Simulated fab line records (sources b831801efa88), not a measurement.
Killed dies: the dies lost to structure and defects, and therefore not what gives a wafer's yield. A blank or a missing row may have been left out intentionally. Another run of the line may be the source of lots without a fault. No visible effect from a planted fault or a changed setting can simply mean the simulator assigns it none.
The tool behind it: which one? + flow gf180mcu + 14 lots with 40 wafers sampled at 4 steps, on a route of 602 steps

## WHAT EACH GAUGE READ, for each wafer
GF_NSD_OVL_MEAS_08.
| lot  | measured     | on         | NSD_OVL (nm)   |
|------|--------------|------------|----------------|
| L142 | day 13 04:25 | overlay-02 | 1.2 -0.1 1.4   |
| L143 | day 13 06:40 | overlay-01 | 0.8 -0.5 0.5   |
| L144 | day 13 18:40 | overlay-02 | -0.1 -0.3 -0.8 |
| L145 | day 14 07:01 | overlay-02 | 0.4 -0.4 1.9   |
| L147 | day 14 19:13 | overlay-02 | 1.6 1.5 0.2    |
| L149 | day 15 14:41 | overlay-01 | -0.5 0.4 0.6   |
| L151 | day 16 03:22 | overlay-02 | 0.8 0.4        |
| L152 | day 16 14:01 | overlay-01 | 1.0 1.0        |
| L154 | day 17 11:29 | overlay-01 | 0.0 -0.6 -0.8  |
| L160 | day 19 17:31 | overlay-02 | 0.0 -0.1 -0.9  |
| L161 | day 20 05:27 | overlay-02 | -1.3 0.4 0.5   |
| L163 | day 20 19:30 | overlay-02 | -1.2 -1.0 0.0  |
| L164 | day 21 00:20 | overlay-01 | 1.6 1.9 1.8    |
| L165 | day 21 12:00 | overlay-02 | -1.2 -0.9 -3.0 |

GF_PSD_RS_MEAS_14: measures by four-point-probe.
| lot  | measured     | on            | NSD_RS (ohm/sq)   |
|------|--------------|---------------|-------------------|
| L142 | day 14 00:52 | film-metro-03 | 46.06 46.00 46.03 |
| L143 | day 14 04:19 | film-metro-03 | 46.05 46.10 46.05 |
| L144 | day 14 15:56 | film-metro-02 | 46.05 46.00 46.04 |
| L145 | day 15 04:20 | film-metro-02 | 46.05 46.10 46.17 |
| L147 | day 15 17:45 | film-metro-03 | 46.07 46.04 46.11 |
| L149 | day 16 13:18 | film-metro-03 | 46.18 46.08 46.21 |
| L151 | day 17 02:43 | film-metro-03 | 46.11 47.19       |
| L152 | day 17 13:13 | film-metro-02 | 46.01 47.19       |
| L154 | day 18 11:47 | film-metro-01 | 46.08 47.15 47.16 |
| L160 | day 20 18:29 | film-metro-02 | 45.97 46.07 46.09 |
| L161 | day 21 06:31 | film-metro-03 | 46.10 46.14 46.15 |
| L163 | day 21 20:26 | film-metro-02 | 45.99 46.08 46.11 |
| L164 | day 22 01:20 | film-metro-03 | 46.08 46.19 46.12 |
| L165 | day 22 12:13 | film-metro-03 | 46.05 46.11 46.00 |

## TOOL THAT RAN EACH LOT (tool first, then ch and the chambers of the sampled wafers, then the start)
| lot  | GF_HV_LDD_RTA_52                 | GF_NSD_IMPLANT_10               |
|------|----------------------------------|---------------------------------|
| L142 | rtp-anneal-01 ch 0, day 12 05:37 | implanter-03 ch 0, day 13 04:40 |
| L143 | rtp-anneal-01 ch 0, day 12 07:49 | implanter-04 ch 0, day 13 06:52 |
| L144 | rtp-anneal-01 ch 0, day 12 20:10 | implanter-03 ch 0, day 13 18:51 |
| L145 | rtp-anneal-02 ch 0, day 13 08:04 | implanter-04 ch 0, day 14 07:12 |
| L147 | rtp-anneal-01 ch 0, day 13 20:11 | implanter-04 ch 0, day 14 19:23 |
| L149 | rtp-anneal-02 ch 0, day 14 14:31 | implanter-03 ch 0, day 15 14:53 |
| L151 | rtp-anneal-02 ch 0, day 15 02:47 | implanter-03 ch 0, day 16 03:35 |
| L152 | rtp-anneal-02 ch 0, day 15 13:16 | implanter-03 ch 0, day 16 14:14 |
| L154 | rtp-anneal-02 ch 0, day 16 10:35 | implanter-03 ch 0, day 17 11:42 |
| L160 | rtp-anneal-02 ch 0, day 18 14:13 | implanter-04 ch 0, day 19 17:42 |
| L161 | rtp-anneal-02 ch 0, day 19 02:37 | implanter-03 ch 0, day 20 05:39 |
| L163 | rtp-anneal-02 ch 0, day 19 16:05 | implanter-04 ch 0, day 20 19:44 |
| L164 | rtp-anneal-01 ch 0, day 19 20:53 | implanter-02 ch 0, day 21 00:32 |
| L165 | rtp-anneal-01 ch 0, day 20 08:46 | implanter-02 ch 0, day 21 12:12 |
- GF_HV_LDD_RTA_52: time 10 s.
- GF_NSD_IMPLANT_10

## WHAT THE TOOLS THEMSELVES READ (means of the sampled wafers that have a number; where no wafer has one, the mark that the record gives instead)
GF_HV_LDD_RTA_52.
| lot  | tool          | lamp-power-pct (%) | wafer_temp_C_max |
|------|---------------|--------------------|------------------|
| L142 | rtp-anneal-01 | 35.4               | 1002.6           |
| L143 | rtp-anneal-01 | 35.4               | 1003.8           |
| L144 | rtp-anneal-01 | 35.4               | 1003.2           |
| L145 | rtp-anneal-02 | 34.1               | 1004.5           |
| L147 | rtp-anneal-01 | 35.4               | 1003.7           |
| L149 | rtp-anneal-02 | 34.2               | 1003.5           |
| L151 | rtp-anneal-02 | 34.2               | 1004.9           |
| L152 | rtp-anneal-02 | 34.1               | 1005.6           |
| L154 | rtp-anneal-02 | 34.2               | 1003.8           |
| L160 | rtp-anneal-02 | 34.2               | 1004.3           |
| L161 | rtp-anneal-02 | 34.1               | 1003.6           |
| L163 | rtp-anneal-02 | 34.2               | 1004.7           |
| L164 | rtp-anneal-01 | 35.4               | 1003.2           |
| L165 | rtp-anneal-01 | 35.4               | 1004.8           |

GF_NSD_IMPLANT_10.
| lot  | tool         | beam-on-s (s) | dose-ions-cm2 | faraday-current-uA |
|------|--------------|---------------|---------------|--------------------|
| L142 | implanter-03 | 10.08         | 5.000e+14     | 2764               |
| L143 | implanter-04 | 9.88          | 4.997e+14     | 2820               |
| L144 | implanter-03 | 9.78          | 5.004e+14     | 2846               |
| L145 | implanter-04 | 9.91          | 4.996e+14     | 2809               |
| L147 | implanter-04 | 9.91          | 5.005e+14     | 2814               |
| L149 | implanter-03 | 10.12         | 5.000e+14     | 2755               |
| L151 | implanter-03 | 9.17          | 5.008e+14     | 3068               |
| L152 | implanter-03 | 9.14          | 5.002e+14     | 3066               |
| L154 | implanter-03 | 8.78          | 4.998e+14     | 3191               |
| L160 | implanter-04 | 10.05         | 5.005e+14     | 2776               |
| L161 | implanter-03 | 9.92          | 4.996e+14     | 2818               |
| L163 | implanter-04 | 9.95          | 4.993e+14     | 2795               |
| L164 | implanter-02 | 10.13         | 5.000e+14     | 2755               |
| L165 | implanter-02 | 9.91          | 4.998e+14     | 2815               |

## THE ANSWER, worked out from the rows above alone
Rule: what is usual is taken from the lots themselves. Put in order of their means at a reading, lots are off if they are a third of the lots or fewer, leave a main group of 4 or more, and stand apart from it by a gap of 3 or more times the standard deviation of the main group's means; of several such gaps the widest counts. A main group whose means are all the same, to the digits that the tables above print for the reading, isn't used. Also off: a lot with no number at a reading for which 4 or more lots have one. All remaining lots with rows at the step are treated as sound. Order of review: gauges by route order, followed by the tools' own readings, for which a lot's mean as printed above is used. At the first step where some lot is off, the reading lying furthest off is the one used; lots without a number count as furthest.
Off: L151, L152, L154, at GF_PSD_RS_MEAS_14 (NSD_RS). The main group has a mean of 46.08 ohm/sq with a standard deviation of 0.042.
If a tool, at a process step before that reading, ran all the lots that are off and no sound lot after the first of them, it fits. Not tried: the gauges at GF_PSD_RS_MEAS_14; whatever is off there is also off at GF_NSD_IMPLANT_10, on other tools, and gauge error can't account for it. No candidate that was tried fits.

## WHAT WAS PUT IN BY THE SIMULATOR
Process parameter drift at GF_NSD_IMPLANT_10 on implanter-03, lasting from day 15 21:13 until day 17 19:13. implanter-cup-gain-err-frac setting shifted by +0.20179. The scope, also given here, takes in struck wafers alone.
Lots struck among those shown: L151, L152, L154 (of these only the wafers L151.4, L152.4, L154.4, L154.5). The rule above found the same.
